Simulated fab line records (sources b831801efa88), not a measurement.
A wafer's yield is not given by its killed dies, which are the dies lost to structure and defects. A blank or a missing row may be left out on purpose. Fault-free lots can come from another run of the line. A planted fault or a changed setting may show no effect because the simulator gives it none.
fab line records	flow sky130
record: lots: 7	wafers: 21	last-day: 49
route steps=708 shown RES_XHIGH@340 SD_N@342
lots that met no fault: from a run of the same line without faults
start-h: hours from the record's opening day to when the first of the lot's shown wafers began	wait-h: hours elapsed since this lot's preceding step	" as in the row above	L1.1+2: one row covering several wafers at once	- no value, or no start given	* or withheld: withheld	< > ~ a bound
route shown NAME@n: names a module that has steps shown in the file, with the first one's number in the route	usual: the fault-free wafers' mean and standard deviation	same: alike in all rows	chamber/n: place in a boat	sites: per-site readings	_std_site: the values' standard deviation	_edge_site: outer sites' mean less inner sites'	radius-mm: how far each site lies from the wafer's centre	mask NAME#n: copy n	behind: the most recent tool/chamber to have shaped the wafer	hold: cause of the lot's hold/its duration in hours/its outcome	device: names the non-switching transistor (n, p or np)	end of line: the same wafers' tests at the end of the route	for a step that has no rows: nothing shown but its recipe	killed: dies that structure and defects cost at the first sort, which is not the same as the wafer's yield	map: a wafer's dies, marking killed ones x, the rest . and places with no die _
set.NAME: the run value of the setting; set.NAME@STEP: its run value at that earlier step	model.NAME: the simulator's own value behind a step, which no gauge read
certain route steps with their lots: each step a table, each wafer a row
services: a tool's chamber out of use, with start hour (start-h, from the record's first day; less than 0 if before it), hours out, and reason
== steps ==
step: SKY_RES_XHIGH_STRIP_08
recipe: chemistry: O2/N2	power-w: 1400	pressure-mtorr: 1500	platen-temp-c: withheld	o2-flow-sccm: 3000	n2-flow-sccm: 300	overash-fraction: 0.5
usual: drypump-motor-current-A: 5.8/0.36	oes-product-au: 0.711/0.0044	strip-time-to-endpoint-s: 14.28/0.039
lot.wafer	tool	chamber	start-h	wait-h	drypump-motor-current-A	oes-product-au	rf-hours-counter-h	strip-time-to-endpoint-s
L781.3	plasma-asher-04	0	682.97	0.1	5.4	0.708	-	14.25
L781.4	"	1	"	"	5.8	0.715	-	14.33
L781.6	"	0	"	"	5.4	0.710	-	14.29
L786.2	plasma-asher-04	1	719.22	0.1	5.8	0.708	61	14.26
L786.5	"	1	"	"	5.8	0.710	-	14.22
L786.6	"	0	"	"	5.4	0.717	-	14.23
L787.1	plasma-asher-04	1	727.69	0.1	5.8	0.714	62	14.29
L787.2	"	0	"	"	5.4	0.707	62	14.28
L787.5	"	0	"	"	5.4	0.715	-	14.33
L789.1	plasma-asher-02	1	733.66	0.1	5.7	0.716	28	14.22
L789.4	"	1	"	"	5.8	0.709	-	14.25
L789.6	"	0	"	"	6.1	0.715	-	14.23
L788.2	plasma-asher-02	0	736.94	0.1	6.1	0.710	28	14.21
L788.3	"	1	"	"	5.8	0.717	-	14.18
L788.6	"	0	"	"	6.1	0.708	-	14.24
L792.2	plasma-asher-04	0	762.64	0.1	5.4	0.708	66	14.29
L792.5	"	1	"	"	5.8	0.711	-	14.30
L792.6	"	0	"	"	5.4	0.711	-	14.36
L794.2	plasma-asher-02	1	779.70	0.1	5.7	0.715	32	14.29
L794.4	"	0	"	"	6.1	0.709	-	14.28
L794.5	"	1	"	"	5.7	0.720	-	14.30
step: SKY_RES_XHIGH_TW_MEAS_09
usual: RES_XHIGH_TW: 1650/7.8
lot.wafer	tool	chamber	start-h	wait-h	RES_XHIGH_TW
L781.3	film-metro-01	-	683.06	0.1	1645
L781.4	"	-	"	"	1647
L781.6	"	-	"	"	1655
L786.2	film-metro-04	-	719.33	0.1	1648
L786.5	"	-	"	"	1647
L786.6	"	-	"	"	1647
L787.1	film-metro-02	-	727.79	0.1	1644
L787.2	"	-	"	"	1638
L787.5	"	-	"	"	1645
L789.1	film-metro-04	-	733.76	0.1	1647
L789.4	"	-	"	"	1633
L789.6	"	-	"	"	1637
L788.2	film-metro-04	-	737.05	0.1	1653
L788.3	"	-	"	"	1649
L788.6	"	-	"	"	1643
L792.2	film-metro-02	-	762.75	0.1	1652
L792.5	"	-	"	"	1646
L792.6	"	-	"	"	1640
L794.2	film-metro-01	-	779.81	0.1	1657
L794.4	"	-	"	"	1652
L794.5	"	-	"	"	1658
step: SKY_SD_N_DEHYDRATE_00
recipe: temp-c: 200	time-s: 60
step: SKY_SD_N_HMDS_01
recipe: prime-time-s: 60	prime-temp-c: 120
step: SKY_SD_N_COAT_02
recipe: resist: NOVOLAK	spin-rpm: 3000	resist-thk-nm: 1140
step: SKY_SD_N_SOFTBAKE_03
recipe: temp-c: 90	time-s: 60	resist: NOVOLAK
step: SKY_SD_N_EXPOSE_04
recipe: mask-id: NSDM	na: 0.6	source-shape: conventional	sigma-outer: 0.6	polarization: unpolarized	target-cd-nm: 380	dose-mj: 141
step: SKY_SD_N_PEB_05
recipe: temp-c: withheld	time-s: *	resist: NOVOLAK
step: SKY_SD_N_DEVELOP_06
recipe: resist: NOVOLAK	developer: TMAH	develop-time-s: 60	dev-temp-c: 23
step: SKY_SD_N_CD_MEAS_07
recipe: target-cd-nm: 380
usual: cd-nm: 380.4/2.9
lot.wafer	tool	chamber	start-h	wait-h	cd-nm
L781.3	cd-sem-01	-	710.93	0.1	382.4
L781.4	"	-	"	"	380.3
L781.6	"	-	"	"	379.6
L786.2	cd-sem-02	-	746.36	0.1	382.0
L786.5	"	-	"	"	382.6
L786.6	"	-	"	"	382.0
L787.1	cd-sem-01	-	755.04	0.1	379.1
L787.2	"	-	"	"	376.5
L787.5	"	-	"	"	380.6
L789.1	cd-sem-01	-	760.10	0.1	380.9
L789.4	"	-	"	"	379.9
L789.6	"	-	"	"	380.5
L788.2	cd-sem-02	-	764.21	0.1	381.4
L788.3	"	-	"	"	381.7
L788.6	"	-	"	"	381.4
L792.2	cd-sem-01	-	789.26	0.1	375.4
L792.5	"	-	"	"	375.8
L792.6	"	-	"	"	373.4
L794.2	cd-sem-01	-	805.76	0.1	379.4
L794.4	"	-	"	"	378.5
L794.5	"	-	"	"	381.2
step: SKY_SD_N_OVL_MEAS_08
usual: SD_N_OVL: 0.2/1.3
lot.wafer	tool	chamber	start-h	wait-h	SD_N_OVL[nm]
L781.3	overlay-02	-	711.02	0.1	0.1
L781.4	"	-	"	"	1.7
L781.6	"	-	"	"	2.1
L786.2	overlay-01	-	746.47	0.1	1.3
L786.5	"	-	"	"	-0.2
L786.6	"	-	"	"	-1.7
L787.1	overlay-02	-	755.16	0.1	0.5
L787.2	"	-	"	"	0.3
L787.5	"	-	"	"	-1.4
L789.1	overlay-02	-	760.22	0.1	-1.7
L789.4	"	-	"	"	-1.0
L789.6	"	-	"	"	-0.5
L788.2	overlay-02	-	764.32	0.1	-0.8
L788.3	"	-	"	"	0.2
L788.6	"	-	"	"	-0.2
L792.2	overlay-02	-	789.37	0.1	0.7
L792.5	"	-	"	"	0.2
L792.6	"	-	"	"	2.3
L794.2	overlay-02	-	805.87	0.1	-1.5
L794.4	"	-	"	"	-0.4
L794.5	"	-	"	"	-0.9
step: SKY_SD_N_IMPLANT_09
recipe: species: As	energy-kev: 50	dose-cm2: 4e+15	tilt-deg: 0
step: SKY_SD_N_IMPLANT_10
recipe: species: P	energy-kev: 20	dose-cm2: 1e+14	tilt-deg: 0
usual: beam-energy-keV: 20.000/0.0065	beam-on-s: 11.7/0.91
lot.wafer	tool	chamber	start-h	wait-h	beam-energy-keV	beam-on-s
L781.3	implanter-01	0	711.25	0.1	20.001	10.1
L781.4	"	0	"	"	19.991	10.2
L781.6	"	0	"	"	20.002	10.3
L786.2	implanter-02	0	746.67	0.1	20.003	11.9
L786.5	"	0	"	"	20.015	12.3
L786.6	"	0	"	"	20.014	12.1
L787.1	implanter-02	-	755.35	0.1	-	-
L787.2	"	-	"	"	-	-
L787.5	"	-	"	"	-	-
L789.1	implanter-03	-	760.41	0.1	-	-
L789.4	"	-	"	"	-	-
L789.6	"	-	"	"	-	-
L788.2	implanter-03	-	764.52	0.1	-	-
L788.3	"	-	"	"	-	-
L788.6	"	-	"	"	-	-
L792.2	implanter-01	0	789.57	0.1	20.005	10.4
L792.5	"	0	"	"	19.999	10.2
L792.6	"	0	"	"	20.002	9.9
L794.2	implanter-03	0	806.07	0.1	20.000	12.2
L794.4	"	0	"	"	20.008	12.5
L794.5	"	0	"	"	20.003	12.1
step: SKY_SD_N_STRIP_11
recipe: chemistry: O2/N2	power-w: 1400	pressure-mtorr: 1500	platen-temp-c: withheld	o2-flow-sccm: 3000	n2-flow-sccm: 300	overash-fraction: 0.5
usual: drypump-motor-current-A: 5.9/0.47	oes-product-au: 0.528/0.0044	strip-time-to-endpoint-s: 22.55/0.039
lot.wafer	tool	chamber	start-h	wait-h	drypump-motor-current-A	oes-product-au	rf-hours-counter-h	strip-time-to-endpoint-s
L781.3	plasma-asher-02	1	711.38	0.1	5.8	0.522	-	22.58
L781.4	"	0	"	"	6.1	0.529	-	22.54
L781.6	"	0	"	"	6.1	0.523	-	22.59
L786.2	plasma-asher-03	0	746.80	0.1	4.9	0.530	0	22.57
L786.5	"	1	"	"	5.8	0.531	-	22.56
L786.6	"	0	"	"	4.9	0.529	-	22.52
L787.1	plasma-asher-03	1	755.50	0.1	5.8	0.524	1	22.52
L787.2	"	0	"	"	4.9	0.526	1	22.50
L787.5	"	0	"	"	4.9	0.525	-	22.44
L789.1	plasma-asher-03	0	760.56	0.1	4.9	0.525	2	22.54
L789.4	"	1	"	"	5.7	0.526	-	22.54
L789.6	"	0	"	"	4.9	0.523	-	22.52
L788.2	plasma-asher-01	0	764.65	0.1	6.6	0.531	98	22.52
L788.3	"	1	"	"	6.1	0.523	-	22.55
L788.6	"	0	"	"	6.6	0.529	-	22.55
L792.2	plasma-asher-02	1	789.70	0.1	5.8	0.519	34	22.60
L792.5	"	1	"	"	5.7	0.520	-	22.58
L792.6	"	0	"	"	6.1	0.527	-	22.63
L794.2	plasma-asher-02	1	806.20	0.1	5.7	0.535	36	22.56
L794.4	"	0	"	"	6.1	0.532	-	22.57
L794.5	"	1	"	"	5.7	0.530	-	22.56
step: SKY_SD_N_TW_MEAS_12
usual: SD_N_TW: 4004/26
lot.wafer	tool	chamber	start-h	wait-h	SD_N_TW
L781.3	film-metro-01	-	711.47	0.1	4011
L781.4	"	-	"	"	4004
L781.6	"	-	"	"	3996
L786.2	film-metro-04	-	746.91	0.1	4048
L786.5	"	-	"	"	4034
L786.6	"	-	"	"	4012
L787.1	film-metro-01	-	755.60	0.1	4051
L787.2	"	-	"	"	4031
L787.5	"	-	"	"	4034
L789.1	film-metro-04	-	760.66	0.1	4043
L789.4	"	-	"	"	4043
L789.6	"	-	"	"	4044
L788.2	film-metro-01	-	764.76	0.1	4049
L788.3	"	-	"	"	4041
L788.6	"	-	"	"	4031
L792.2	film-metro-02	-	789.81	0.1	3973
L792.5	"	-	"	"	3989
L792.6	"	-	"	"	3990
L794.2	film-metro-04	-	806.31	0.1	4018
L794.4	"	-	"	"	4017
L794.5	"	-	"	"	4009
step: SKY_SD_N_CLEAN_13
recipe: chemistry: SC1/SC2	mix: 1:4:20	temp-c: 70	time-s: 150	dry: n2-spin
step: SKY_SD_N_RTA_14
recipe: temp-c: 1075	time-s: 2	idle-temp-c: 650	ramp-up-c-per-s: 150	ramp-down-c-per-s: 90	ambient: N2
usual: lamp-power-pct: 15.74/0.045	wafer_temp_C_max: 1078.2/1.4
lot.wafer	tool	chamber	start-h	wait-h	lamp-power-pct	wafer_temp_C_max
L781.3	rtp-anneal-02	0	711.57	0.0	15.87	1081.8
L781.4	"	0	"	"	15.71	1077.9
L781.6	"	0	"	"	15.81	1079.2
L786.2	rtp-anneal-01	0	747.02	0.0	15.74	1076.7
L786.5	"	0	"	"	15.72	1077.4
L786.6	"	0	"	"	15.76	1080.4
L787.1	rtp-anneal-01	0	755.71	0.0	15.73	1078.9
L787.2	"	0	"	"	15.76	1076.7
L787.5	"	0	"	"	15.66	1079.9
L789.1	rtp-anneal-01	0	760.77	0.0	15.71	1079.0
L789.4	"	0	"	"	15.64	1078.9
L789.6	"	0	"	"	15.72	1080.2
L788.2	rtp-anneal-01	0	764.87	0.0	15.72	1077.8
L788.3	"	0	"	"	15.80	1077.6
L788.6	"	0	"	"	15.76	1078.6
L792.2	rtp-anneal-01	0	789.92	0.0	15.73	1079.0
L792.5	"	0	"	"	15.74	1077.2
L792.6	"	0	"	"	15.75	1077.3
L794.2	rtp-anneal-01	0	806.42	0.0	15.73	1080.3
L794.4	"	0	"	"	15.70	1077.0
L794.5	"	0	"	"	15.81	1078.9
step: SKY_SD_N_RS_MEAS_16
recipe: thk-meas-gauge: four-point-probe
usual: SD_N_RS: 68.61/0.11
lot.wafer	tool	chamber	start-h	wait-h	SD_N_RS[ohm/sq]
L781.3	film-metro-04	-	711.77	0.1	68.61
L781.4	"	-	"	"	68.66
L781.6	"	-	"	"	68.60
L786.2	film-metro-04	-	747.20	0.1	68.79
L786.5	"	-	"	"	68.55
L786.6	"	-	"	"	68.66
L787.1	film-metro-04	-	755.89	0.1	70.66
L787.2	"	-	"	"	70.68
L787.5	"	-	"	"	70.62
L789.1	film-metro-02	-	760.94	0.1	70.75
L789.4	"	-	"	"	70.84
L789.6	"	-	"	"	70.57
L788.2	film-metro-04	-	765.05	0.1	71.05
L788.3	"	-	"	"	70.81
L788.6	"	-	"	"	70.76
L792.2	film-metro-02	-	790.10	0.1	68.63
L792.5	"	-	"	"	68.34
L792.6	"	-	"	"	68.48
L794.2	film-metro-02	-	806.61	0.1	68.42
L794.4	"	-	"	"	68.35
L794.5	"	-	"	"	68.47
== services ==
tool	chamber	start-h	hours	kind
rtp-anneal-01	-	706.95	8.0	pm
plasma-asher-04	-	707.04	2.8	pm
rtp-anneal-02	-	714.96	67.1	pm
implanter-02	-	732.13	4.8	repair
plasma-asher-03	-	733.75	9.0	pm
plasma-asher-03	0	733.75	9.0	vent-cycle
plasma-asher-03	1	733.75	9.0	vent-cycle
implanter-02	-	735.41	4.8	repair
plasma-asher-03	0	742.75	-	clean
plasma-asher-03	1	742.75	-	clean
plasma-asher-01	-	746.89	2.4	repair
plasma-asher-02	-	758.22	2.8	pm
implanter-02	-	773.10	4.7	pm
plasma-asher-03	-	789.07	23.1	repair
implanter-01	-	793.42	14.8	repair
plasma-asher-03	-	797.02	1.1	repair
plasma-asher-04	-	800.39	3.3	repair
== key ==
first-sign: step: SKY_SD_N_IMPLANT_10	reading: tool-record	direction: missing
effect: step: SKY_SD_N_RS_MEAS_16	reading: SD_N_RS	direction: up	sigmas: 19	usual: 68.61	struck: 70.75
met-at SKY_SD_N_IMPLANT_10
struck-wafers L787.1,L787.2,L787.5,L788.2,L788.3,L788.6,L789.1,L789.4,L789.6
later-rows-left-out L787.1,L787.2,L787.5,L788.2,L788.3,L788.6,L789.1,L789.4,L789.6
sort-left-out L787.1,L787.2,L787.5,L788.2,L788.3,L788.6,L789.1,L789.4,L789.6
tester-left-out L787,L788,L789
onset-between 746.67 755.35
fault: kind: skipped-step-whole	tool: implanter-02,implanter-03	chamber: -	onset-h: 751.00	steps: SKY_SD_N_IMPLANT_10	scope: struck-lots-only
tester-left-out: of these lots the tester's yield and bins aren't shown, on N5 and GAA mostly nor the transistor test; their killed dies are dies lost to structure and defects alone, not to doping, threshold or leakage, so they don't give the yield
sort-left-out: the simulated sort isn't trusted on such a fault, so these wafers' sort isn't shown, and their yield isn't known
later-rows-left-out: the simulator's readings of these wafers behind a module that went badly wrong aren't trusted and aren't shown, but for the sort
